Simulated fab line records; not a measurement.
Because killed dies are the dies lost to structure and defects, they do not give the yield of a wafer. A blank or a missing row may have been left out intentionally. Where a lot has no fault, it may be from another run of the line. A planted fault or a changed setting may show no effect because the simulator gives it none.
A lot that was struck, set against a sound lot || flow gf180mcu || 15 out of 602 route steps
Sound: wafers L783.1, L783.5, L783.6. The struck wafers were L792.1, L792.3, L792.6. The cause comes at the end.
For every step that has rows: the tool of each side, followed by ch and its chambers, followed by its first start. Under that, the readings that differ: sound wafers || struck wafers || difference of the means || sigmas: that difference in standard deviations of wafers without a fault.
alike: readings whose means differ by less than 2 such deviations, and words and numbers that are the same on both sides. not compared: withheld readings, readings that some wafer has no value for, bounds like >300 that may hide the same value, and numbers for which the record gives no deviation and whose values overlap.
The two part at a step that has a row with sigmas, a row that says differs or no value, or rows on one side only. Numbers that have no deviation but don't overlap get no sigmas and don't part them. Lack of a reading on every wafer of one side parts them only where that side has two or more wafers.

GF_M1_SPUTTER_04: material TiN, target thk 50 nm, time 41.7 s.
  sound: pvd sputter-04 at day 17 02:25; struck: pvd sputter-03 at day 20 11:11
  alike: throttle valve pct
GF_M1_RS_MEAS_05: uses a four-point probe to measure.
  sound: film metro-01 at day 17 02:27; struck: film metro-02 at day 20 11:13
  alike: M1_ALCU_RS
GF_M1_THK_MEAS_06: measures by xrf.
  sound: film metro-01 at day 17 02:34; struck: film metro-02 at day 20 11:20
  alike: M1_ALCU_THK
then, 7 steps without rows for these wafers: GF_M1_DEHYDRATE_07 (time 60 s); GF_M1_HMDS_08 (prime time 60 s); GF_M1_COAT_09 (resist thk 1000 nm); GF_M1_SOFTBAKE_10 (time 60 s); GF_M1_EXPOSE_11 (exposes mask Metal1, target cd 230 nm); GF_M1_PEB_12 (peb time 90 s); GF_M1_DEVELOP_13 (develop time 60 s).
GF_M1_CD_MEAS_14: the cd target is 230 nm.
  sound: cd sem-01 at day 18 01:43; struck: cd sem-01 at day 21 12:12
  alike: cd nm
GF_M1_OVL_MEAS_15:
  sound: overlay-02 at day 18 01:50; struck: overlay-02 at day 21 12:19
  alike: M1_OVL
GF_M1_METAL_ETCH_16: etches the open film in Cl2/BCl3, stops on SiO2, target depth 627.5 nm, time 104.6 s.
  sound on rie metal-02 ch 0,1, day 18 01:53; struck on rie metal-03 ch 0,1, day 21 12:22
  no value came back on the struck wafers for any of 6 readings (bcl3 flow sccm (sccm), bias w (W) and others); on the sound wafers bcl3 flow sccm (sccm) reads 40.09 40.10 39.90
{"reading": "model.KrF_of_M1_COAT_09.thk nm (nm)", "sound": "729.9 740.5 732.3", "struck": "983.4 984.6 984.8", "difference": "+250.0", "sigmas": ""}
  not compared: rf hours counter h
GF_M1_STRIP_17: strips in O2/N2.
  sound on plasma asher-02 ch 0,1, day 18 01:59; struck on plasma asher-03 ch 0,1, day 21 12:28
{"reading": "oes product au (a.u.)", "sound": "0.559 0.566 0.554", "struck": "0.662 0.659 0.660", "difference": "+0.101", "sigmas": "+22"}
{"reading": "strip time to endpoint s (s)", "sound": "7.82 7.94 7.84", "struck": "10.18 10.20 10.21", "difference": "+2.33", "sigmas": "+55"}
  alike: drypump motor current A, heater power w, o2 flow sccm
  not compared: rf hours counter h
then, 1 step without rows for these wafers: GF_M1_STRIP_18 (strips in post etch residue remover, time 1200 s).

## WHERE THEY PART
At GF_M1_METAL_ETCH_16 first; at GF_M1_STRIP_17 last (within this record only).

WHY: whatever the simulator had introduced
Whole step skipped at GF_M1_METAL_ETCH_16 on rie metal-03, starting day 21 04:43. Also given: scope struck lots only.
